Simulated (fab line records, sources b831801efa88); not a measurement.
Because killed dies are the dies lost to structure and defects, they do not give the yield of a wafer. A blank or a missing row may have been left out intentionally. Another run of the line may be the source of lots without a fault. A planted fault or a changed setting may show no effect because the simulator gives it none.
A lot that was struck, set against a sound lot || flow sky130 || 18 out of 708 route steps
Sound: these wafers, L179.3, L179.5, L179.6. The struck wafers were L186.1, L186.3, L186.6. The cause is given at the end.
Each step with rows lists, per side, the tool, then ch with its chambers, then its first start. Under that, the readings that differ: sound wafers || struck wafers || difference of the means || sigmas: that difference in standard deviations of wafers without a fault.
alike: readings whose means differ by less than 2 such deviations, and words and numbers that are the same on both sides. not compared: withheld readings, readings that some wafer has no value for, bounds like >300 that may hide the same value, and numbers for which the record gives no deviation and whose values overlap.
Wherever a step has rows on one side only, a row that says differs or no value, or a row with sigmas, the two part there. Non-overlapping numbers with no deviation appear without sigmas and do not part them. A reading that every wafer of one side lacks parts them only if that side has two wafers or more.

SKY_SONOS_ONO_OVL_MEAS_14:
  sound on overlay-01, day 17 16:10; struck on overlay-02, day 20 07:44
{"reading": "SONOS_ONO_OVL (nm)", "sound": "1.1 1.1 2.0", "struck": "-1.8 -1.8 -1.7", "difference": -3.2, "sigmas": -2}
SKY_SONOS_ONO_ETCH_15: etches the open film in CHF3/O2, target depth 19.52 nm, time 7.8 s.
  sound on rieDiel-01 ch 1,2, day 17 16:12; struck on rieDiel-03 ch 1,2, day 20 07:46
{"reading": "oesProductAu (a.u.)", "sound": "1.008 0.994 1.005", "struck": "0.982 0.975 0.975", "difference": -0.025, "sigmas": -2}
  alike: biasW, drypumpMotorCurrentA, throttleValvePct
  not compared: rfHoursCounterH
then, 1 step without rows for these wafers: SKY_SONOS_ONO_WET_ETCH_16 (etches SiO2 in dHF, target depth 14 nm, time 280 s).
SKY_SONOS_ONO_STRIP_17: strips in O2/N2.
  sound on plasmaAsher-02 ch 0,1, day 17 16:20; struck on plasmaAsher-02 ch 0,1, day 20 07:58
  alike: drypumpMotorCurrentA, o2FlowSccm, oesProductAu, stripTimeToEndpointS
  not compared: rfHoursCounterH
then, 3 steps without rows for these wafers: SKY_SONOS_ONO_WET_ETCH_18 (etches Si3N4 in H3PO4, target depth 15 nm, time 172 s); SKY_GATE_OXIDE_CLEAN_00 (cleans in SC1/SC2, time 150 s); SKY_GATE_OXIDE_OXIDATION_01 (stabilise 600 s, purge 300 s, target thk 10.268 nm).
SKY_GATE_OXIDE_THK_MEAS_02:
  sound on filmMetro-04, day 17 17:56; struck on filmMetro-02, day 20 10:23
  alike: GATE_OXIDE_OXIDATION_00_THK
then, 4 steps without rows for these wafers: SKY_GATE_OXIDE_DEHYDRATE_03 (time 60 s); SKY_GATE_OXIDE_HMDS_04 (prime time 60 s); SKY_GATE_OXIDE_COAT_05 (resist thk 1140 nm); SKY_GATE_OXIDE_SOFTBAKE_06 (time 60 s).
SKY_GATE_OXIDE_EXPOSE_07: exposes mask LVOM, target cd 600 nm.
  sound on ilineStepper-01 ch 0, day 18 08:43; struck on ilineStepper-02 ch 0, day 21 01:26
{"reading": "model.GATE_OXIDE.overlayXNm (nm)", "sound": "0.5737 0.5737 0.5737", "struck": "-105.1 -105.1 -105.1", "difference": -105.7, "sigmas": ""}
  alike: mask
then, 2 steps without rows for these wafers: SKY_GATE_OXIDE_PEB_08; SKY_GATE_OXIDE_DEVELOP_09 (develop time 60 s).
SKY_GATE_OXIDE_OVL_MEAS_10:
  sound on overlay-02, day 18 22:55; struck on overlay-02, day 21 16:40
{"reading": "GATE_OXIDE_OVL (nm)", "sound": "-0.7 -0.3 0.1", "struck": "-103.7 -105.3 -105.2", "difference": -104.4, "sigmas": -87}
following that, these wafers have no rows for 1 step: SKY_GATE_OXIDE_IMPLANT_11.
-- the record jumps here: 29 days lie between the struck wafers' starts before and after (it left off in module GATE_OXIDE and takes up again in module PAD_OPEN, whose first step shown is number 708 of the route) --
SKY_PAD_OPEN_PROBE_99:
  only the struck wafers here have rows in the record (prober-02, day 51 04:39); the sound ones have none

== WHERE THEY PART ==
At SKY_SONOS_ONO_OVL_MEAS_14 first; at SKY_PAD_OPEN_PROBE_99 last (within this record only).

WHY: what had been put in by the simulator
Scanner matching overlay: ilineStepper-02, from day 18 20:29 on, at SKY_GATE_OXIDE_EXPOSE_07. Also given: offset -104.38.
